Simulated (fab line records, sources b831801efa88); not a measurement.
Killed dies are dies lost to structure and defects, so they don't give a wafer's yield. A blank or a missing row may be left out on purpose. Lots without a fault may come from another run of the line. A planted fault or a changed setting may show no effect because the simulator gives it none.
fab line records | flow sky130
record lots=14 wafers=42 last_day=50
route steps=708 shown VT_ADJUST_LVTN@115 VT_ADJUST_HVTR@138 SONOS_TUNNEL@166 POLY_GATE@231
lots that met no fault: from a run of the same line without faults
start_h: hours from the record's first day to the start of the lot's first wafer shown | wait_h: hours since the lot's step before | " the same as in the row above | L1.1+2: a row that stands for several wafers | - no value, or no start given | * or withheld: withheld | < > ~ a bound
route shown NAME@n: a module of which the file shows steps, and the number in the route of the first | usual: mean/standard deviation of fault-free wafers | same: alike in all rows | chamber/n: place in a boat | sites: the reading at each site | _std_site: their standard deviation | _edge_site: outer sites' mean less inner sites' | radius_mm: how far each site lies from the wafer's centre | mask NAME#n: copy n | behind: the tool/chamber that last shaped the wafer | hold: why the lot was held/for how many hours/how that ended | device: the transistor (n, p or np) that didn't switch | end of line: the same wafers' tests at the end of the route | a step without rows: its recipe alone | killed: dies lost to structure and defects at the first sort, not the wafer's yield | map: a wafer's dies, x killed, . not, _ none there
set.NAME: the setting as run; set.NAME@STEP: as run at that earlier step | model.NAME: the simulator's own value behind a step, which no gauge read
steps of the route over a sample of lots; a table a step, a row a wafer
services: from which hour (start_h, from the record's first day; less than 0 if before it) a tool's chamber was out of use, for how many hours, and why
## steps
# step SKY_VT_ADJUST_LVTN_OVL_MEAS_18
# usual VT_ADJUST_LVTN_01_OVL=-0.6/1.6
# columns lot.wafer tool chamber start_h wait_h VT_ADJUST_LVTN_01_OVL[nm]
L189.1 overlay-02 - 163.59 0.1 -2.1
L189.2 " - " " -1.5
L189.6 " - " " -2.2
L188.1 overlay-02 - 163.89 0.1 -1.6
L188.3 " - " " 0.3
L188.5 " - " " -0.7
L190.2 overlay-02 - 178.22 0.1 -2.5
L190.5 " - " " -1.2
L190.6 " - " " -3.1
L191.1 overlay-01 - 179.81 0.1 -1.5
L191.4 " - " " -0.5
L191.5 " - " " -1.7
L192.1 overlay-01 - 191.40 0.1 -0.2
L192.2 " - " " -0.2
L192.3 " - " " -3.8
L193.2 overlay-02 - 194.67 0.1 0.4
L193.5 " - " " 1.3
L193.6 " - " " 0.1
L194.2 overlay-02 - 198.07 0.1 -2.3
L194.3 " - " " -2.0
L194.5 " - " " -2.3
L195.1 overlay-02 - 202.69 0.1 -2.3
L195.2 " - " " -1.9
L195.4 " - " " -0.1
L201.2 overlay-02 - 248.27 0.1 0.2
L201.3 " - " " 2.2
L201.5 " - " " -1.2
L203.2 overlay-02 - 259.42 0.1 -1.4
L203.4 " - " " -1.2
L203.5 " - " " 0.1
L208.1 overlay-01 - 300.76 0.1 -1.4
L208.2 " - " " -1.6
L208.5 " - " " -0.8
L209.1 overlay-01 - 316.36 0.1 2.4
L209.2 " - " " 1.9
L209.3 " - " " 3.6
L211.2 overlay-01 - 329.06 0.1 0.9
L211.3 " - " " 2.4
L211.6 " - " " 1.1
L210.3 overlay-02 - 330.12 0.1 -2.3
L210.5 " - " " -0.9
L210.6 " - " " -2.5
# step SKY_VT_ADJUST_HVTR_CD_MEAS_07
# recipe target_cd_nm=380
# usual cd_nm=380/3.4
# columns lot.wafer tool chamber start_h wait_h cd_nm
L189.1 cd_sem-01 - 203.99 0.1 377
L189.2 " - " " 380
L189.6 " - " " 381
L188.1 cd_sem-01 - 205.49 0.1 382
L188.3 " - " " 383
L188.5 " - " " 382
L190.2 cd_sem-02 - 219.54 0.1 377
L190.5 " - " " 373
L190.6 " - " " 375
L191.1 cd_sem-02 - 221.65 0.1 382
L191.4 " - " " 378
L191.5 " - " " 379
L192.1 cd_sem-01 - 234.85 0.1 383
L192.2 " - " " 380
L192.3 " - " " 381
L193.2 cd_sem-02 - 238.28 0.2 382
L193.5 " - " " 383
L193.6 " - " " 381
L194.2 cd_sem-02 - 242.32 0.1 374
L194.3 " - " " 374
L194.5 " - " " 374
L195.1 cd_sem-02 - 245.72 0.1 387
L195.2 " - " " 384
L195.4 " - " " 385
L201.2 cd_sem-01 - 296.77 0.1 383
L201.3 " - " " 380
L201.5 " - " " 382
L203.2 cd_sem-01 - 308.71 0.1 383
L203.4 " - " " 384
L203.5 " - " " 381
L208.1 cd_sem-01 - 353.97 0.1 373
L208.2 " - " " 376
L208.5 " - " " 375
L209.1 cd_sem-01 - 371.69 0.1 380
L209.2 " - " " 381
L209.3 " - " " 379
L211.2 cd_sem-01 - 385.07 0.1 382
L211.3 " - " " 383
L211.6 " - " " 378
L210.3 cd_sem-02 - 385.74 0.1 378
L210.5 " - " " 380
L210.6 " - " " 379
# step SKY_SONOS_TUNNEL_TW_MEAS_12
# usual SONOS_TUNNEL_TW=199.0/1
# columns lot.wafer tool chamber start_h wait_h SONOS_TUNNEL_TW
L189.1 film_metro-03 - 248.53 0.0 199.9
L189.2 " - " " 199.7
L189.6 " - " " 199.4
L188.1 film_metro-04 - 250.76 0.0 200.2
L188.3 " - " " 201.0
L188.5 " - " " 200.0
L190.2 film_metro-04 - 267.63 0.0 200.1
L190.5 " - " " 200.2
L190.6 " - " " 198.8
L191.1 film_metro-01 - 268.47 0.0 198.2
L191.4 " - " " 198.4
L191.5 " - " " 197.7
L192.1 film_metro-03 - 282.78 0.0 199.6
L192.2 " - " " 198.5
L192.3 " - " " 199.8
L193.2 film_metro-01 - 286.63 0.0 198.1
L193.5 " - " " 197.2
L193.6 " - " " 196.8
L194.2 film_metro-01 - 291.93 0.0 198.0
L194.3 " - " " 198.4
L194.5 " - " " 199.3
L195.1 film_metro-03 - 295.05 0.0 197.5
L195.2 " - " " 197.7
L195.4 " - " " 198.3
L201.2 film_metro-04 - 349.93 0.0 201.4
L201.3 " - " " 201.6
L201.5 " - " " 201.2
L203.2 film_metro-03 - 363.77 0.0 198.7
L203.4 " - " " 198.8
L203.5 " - " " 197.9
L208.1 film_metro-01 - 412.17 0.0 198.6
L208.2 " - " " 199.2
L208.5 " - " " 198.5
L209.1 film_metro-01 - 431.72 0.0 198.0
L209.2 " - " " 198.2
L209.3 " - " " 198.7
L211.2 film_metro-04 - 445.43 0.0 199.3
L211.3 " - " " 200.2
L211.6 " - " " 199.3
L210.3 film_metro-01 - 446.54 0.0 199.0
L210.5 " - " " 199.4
L210.6 " - " " 198.1
# step SKY_POLY_GATE_ETCH_17
# recipe target_depth_nm=180 stop_on=SiO2 over_etch_frac=0.56667 chemistry=HBr/Cl2 target=poly-Si icp_w=400 bias_w=100 pressure_mtorr=10 HBr_flow_sccm=150 Cl2_flow_sccm=50 time_s=70.5
# usual drypump_motor_current_A=5.8/0.5 mfc_cl2_sccm=50.02/0.15 oes_product_au=0.982/0.0074 rf_fwd_power_W=396.4/1.4 throttle_valve_pct=33.684/0.0093
# columns lot.wafer tool chamber start_h wait_h drypump_motor_current_A mfc_cl2_sccm oes_product_au rf_fwd_power_W rf_hours_counter_h throttle_valve_pct
L189.1 rie_si-01 3 366.19 0.0 6.5 50.16 0.994 393.7 54 33.689
L189.2 " 0 " " 5.5 49.96 0.989 396.0 36 33.673
L189.6 " 3 " " 6.5 49.84 0.992 395.6 - 33.666
L188.1 rie_si-02 1 367.00 0.0 6.5 49.96 0.994 397.4 66 33.692
L188.3 " 3 " " 6.0 50.01 0.984 395.7 72 33.682
L188.5 " 3 " " 6.0 49.97 0.981 394.7 - 33.683
L190.2 rie_si-01 2 389.95 0.0 5.5 49.95 0.983 398.8 72 33.672
L190.5 " 2 " " 5.5 49.91 0.979 396.0 - 33.692
L190.6 " 3 " " 6.4 49.86 0.981 394.6 - 33.693
L191.1 rie_si-02 0 391.94 0.0 5.5 50.07 0.977 396.8 68 33.665
L191.4 " 3 " " 6.0 49.94 0.986 393.5 72 33.687
L191.5 " 1 " " 6.5 50.05 0.982 398.0 - 33.665
L192.1 rie_si-02 0 404.33 0.0 5.5 49.99 0.986 395.4 69 33.692
L192.2 " 3 " " 6.0 50.17 0.978 395.8 72 33.684
L192.3 " 2 " " 4.8 49.92 0.977 397.1 59 33.680
L193.2 rie_si-02 0 411.64 0.0 5.5 50.18 0.979 395.7 69 33.697
L193.5 " 3 " " 6.0 49.91 0.986 395.2 - 33.678
L193.6 " 0 " " 5.5 50.08 0.978 396.1 - 33.682
L194.2 rie_si-02 1 416.44 0.0 6.5 50.05 0.984 397.8 66 33.677
L194.3 " 0 " " 5.5 49.99 0.989 398.7 69 33.688
L194.5 " 2 " " 4.8 50.09 0.986 397.8 - 33.692
L195.1 rie_si-01 1 424.38 0.0 5.8 50.47 0.976 397.2 42 33.681
L195.2 " 3 " " 6.5 49.88 0.984 393.1 54 33.692
L195.4 " 1 " " 5.8 50.18 0.989 395.9 - 33.689
L201.2 rie_si-01 0 481.84 0.0 5.5 49.82 0.919 333.1 37 33.685
L201.3 " 0 " " 5.5 50.09 0.925 333.7 - 33.676
L201.5 " 1 " " 5.8 50.03 0.954 331.7 - 33.691
L203.2 rie_si-01 0 496.69 0.0 5.5 50.24 0.928 332.2 37 33.681
L203.4 " 2 " " 5.6 50.06 0.946 333.2 0 33.696
L203.5 " 3 " " 6.5 50.10 0.940 330.5 - 33.697
L208.1 rie_si-02 1 550.45 0.0 6.5 49.76 0.974 395.7 0 33.694
L208.2 " 0 " " 5.5 49.84 0.978 395.2 0 33.690
L208.5 " 1 " " 6.5 50.10 0.977 399.0 - 33.693
L209.1 rie_si-01 0 564.73 0.0 5.5 50.30 0.974 397.7 38 33.683
L209.2 " 3 " " 6.5 49.93 0.980 395.7 0 33.699
L209.3 " 2 " " 5.6 50.06 0.975 397.9 0 33.689
L211.2 rie_si-02 1 576.89 0.0 6.5 50.01 0.983 398.0 0 33.681
L211.3 " 0 " " 5.5 50.28 0.989 394.0 0 33.687
L211.6 " 1 " " 6.4 49.84 0.973 398.4 - 33.707
L210.3 rie_si-01 0 578.98 0.0 5.5 50.01 0.980 397.0 38 33.673
L210.5 " 2 " " 5.6 50.07 0.987 396.0 - 33.692
L210.6 " 3 " " 6.4 50.10 0.980 392.9 - 33.688
## services
# columns tool chamber start_h hours kind
rie_si-01 3 347.33 2.2 repair
rie_si-02 - 372.27 0.4 repair
rie_si-01 - 381.83 0.7 repair
rie_si-02 0 399.48 4.5 repair
rie_si-01 0 399.79 9.9 repair
rie_si-01 2 422.22 - clean
rie_si-01 2 422.22 13.1 scheduled_down
rie_si-01 2 422.22 13.1 vent_cycle
rie_si-02 3 423.80 - clean
rie_si-02 3 423.80 15.8 scheduled_down
rie_si-02 3 423.80 15.8 vent_cycle
rie_si-02 0 439.64 - clean
rie_si-02 0 439.64 19.4 scheduled_down
rie_si-02 0 439.64 19.4 vent_cycle
rie_si-02 1 459.08 - clean
rie_si-02 1 459.08 21.6 scheduled_down
rie_si-02 1 459.08 21.6 vent_cycle
rie_si-01 3 470.94 20.7 repair
rie_si-02 2 481.18 - clean
rie_si-02 2 481.18 24.9 scheduled_down
rie_si-02 2 481.18 24.9 vent_cycle
rie_si-01 2 481.47 1.9 repair
rie_si-01 3 501.01 - clean
rie_si-01 3 556.51 1.3 repair
## key
first_sign step=SKY_POLY_GATE_ETCH_17 reading=rf_fwd_power_W direction=down sigmas=45 usual=396.4 struck=332.4
effect step=SKY_POLY_GATE_ETCH_17 reading=oes_product_au direction=down sigmas=6.4 usual=0.982 struck=0.935
met_at SKY_POLY_GATE_ETCH_17
struck_lots L201,L203
later_rows_left_out L201.2,L201.3,L203.2
sort_left_out L201.2,L201.3,L201.5,L203.2,L203.4,L203.5
tester_left_out L201,L203
not_acting_at SKY_VT_ADJUST_LVTN_OVL_MEAS_18,SKY_VT_ADJUST_HVTR_CD_MEAS_07,SKY_SONOS_TUNNEL_TW_MEAS_12
onset_between 424.38 481.84
fault kind=process_parameter_drift tool=rie_si-01 chamber=- onset_h=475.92 steps=SKY_POLY_GATE_ETCH_17 channel=icp_w offset=-64 shape=step end_h=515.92 acts_in=these_recipes_only stated=400
# tester_left_out: of these lots the tester's yield and bins aren't shown, on N5 and GAA mostly nor the transistor test; their killed dies are dies lost to structure and defects alone, not to doping, threshold or leakage, so they don't give the yield
# sort_left_out: the simulated sort isn't trusted on such a fault, so these wafers' sort isn't shown, and their yield isn't known
# later_rows_left_out: the simulator's readings of these wafers behind a module that went badly wrong aren't trusted and aren't shown, but for the sort
